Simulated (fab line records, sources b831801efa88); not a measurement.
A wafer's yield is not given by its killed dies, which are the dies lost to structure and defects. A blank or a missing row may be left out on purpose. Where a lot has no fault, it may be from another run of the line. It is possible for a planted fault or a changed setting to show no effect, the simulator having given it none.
2 desks looking at one fault || flow sky130 || only its own numbers are on each desk; what lay behind them is given at the end

== THE TOOL OWNER'S DESK: pvd_sputter-02 ==
The tool's own readings at SKY_METAL1_SPUTTER_04 (material TiN, target thk 70 nm, time 58.3 s): means of the sampled wafers that have a number, for each lot that ran on this tool. If a lot's mean is further than 4 standard deviations from the usual mean, the lot is out of limits and carries the mark OUT (the distance appears in the brackets).
Columns: A = throttle_valve_pct at SKY_METAL1_SPUTTER_04, usual 30.1 %
{"lot": "L127", "first seen here": "day 31 06:23", "A": 29.9}
{"lot": "L133", "first seen here": "day 33 18:22", "A": 30.2}
{"lot": "L135", "first seen here": "day 34 01:04", "A": 30.8}
{"lot": "L138", "first seen here": "day 35 11:29", "A": 29.2}
{"lot": "L139", "first seen here": "day 35 23:52", "A": 29.5}
{"lot": "L140", "first seen here": "day 36 03:07", "A": 29.8}
This desk's finding: nothing out of limits on any of the 6 lots.

== METROLOGY DESK ==
What the gauges read, lot by lot, whatever tool the lot ran on: means of the sampled wafers that have a number. If a lot's mean is further than 4 standard deviations from the usual mean, the lot is out of limits and carries the mark OUT (the distance appears in the brackets).
Columns: A = METAL1_ALCU_THK at SKY_METAL1_THK_MEAS_06, usual 250.3 nm
{"lot": "L127", "first seen here": "day 31 06:34", "A": 252.1}
{"lot": "L132", "first seen here": "day 33 13:20", "A": 248.1}
{"lot": "L133", "first seen here": "day 33 18:32", "A": 250.8}
{"lot": "L135", "first seen here": "day 34 01:14", "A": 250.4}
{"lot": "L136", "first seen here": "day 34 09:33", "A": 251.5}
{"lot": "L137", "first seen here": "day 34 22:56", "A": 250.6}
{"lot": "L138", "first seen here": "day 35 11:39", "A": 252.1}
{"lot": "L139", "first seen here": "day 36 00:04", "A": 244.6}
{"lot": "L140", "first seen here": "day 36 03:17", "A": 248.6}
{"lot": "L148", "first seen here": "day 38 06:08", "A": 250.2}
{"lot": "L147", "first seen here": "day 38 08:10", "A": 250.9}
{"lot": "L149", "first seen here": "day 38 12:57", "A": 249.8}
This desk's finding: nothing out of limits on any of the 12 lots.

== ALL TOGETHER ==
The desk of the tool owner found nothing out of limits.
Metrology desk: nothing out of limits seen.

== WHAT THE SIMULATOR HAD INSERTED ==
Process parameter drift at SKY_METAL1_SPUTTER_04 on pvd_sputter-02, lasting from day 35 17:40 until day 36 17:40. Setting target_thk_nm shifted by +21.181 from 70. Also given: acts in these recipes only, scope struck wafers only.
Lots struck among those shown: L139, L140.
